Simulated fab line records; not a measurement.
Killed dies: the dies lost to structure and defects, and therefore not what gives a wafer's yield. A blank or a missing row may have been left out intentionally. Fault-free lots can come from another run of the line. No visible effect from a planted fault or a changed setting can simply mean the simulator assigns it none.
Matching of chambers -- flow gf180mcu -- GF_PASSIVATION_CVD_00 on pecvd-03: 3 sister chambers
The step deposits SiO2 from TEOS, target thk 1000 nm, time 111.95 s. 6 wafers are shown with their chamber, then 8 later ones without.

## WAFERS, EACH WITH ITS CHAMBER
wafer,chamber,heater power w (W)
L081.1,0,789
L085.3,0,751
L088.1,1,853
L088.3,2,606
L088.6,2,492
L089.4,1,821

## WAFERS WITHOUT THEIR CHAMBER
wafer,heater power w (W)
L089.5,795
L089.6,484
L091.1,834
L091.5,846
L091.6,612
L094.2,544
L094.3,827
L094.4,788

## EACH ONE'S CHAMBER
wafer,from the rows above,in truth
L089.5,can't be placed: 0 or 1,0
L089.6,2,2
L091.1,can't be placed: 1 or 0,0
L091.5,can't be placed: 1 or 0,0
L091.6,can't be placed: 2 or 0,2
L094.2,2,2
L094.3,can't be placed: 1 or 0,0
L094.4,can't be placed: 0 or 1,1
Correct placement for 2 of the 8. These rows do not allow placing 6 (true chamber among the candidates in 6). Number placed wrongly: 0.
How it was worked out, from the rows above alone: a wafer's distance from a chamber is the root of the sum, over the readings, of the square of ((its reading less the chamber's mean) divided by the reading's scatter). If the next closest chamber is less than 2 further off than the closest, the wafer can't be placed; otherwise it belongs to the closest. The mean given for a chamber averages the wafers shown for that chamber. The scatter: the root of (the sum of the squares of (reading less its chamber's mean) over the shown wafers, divided by (wafers less chambers)).
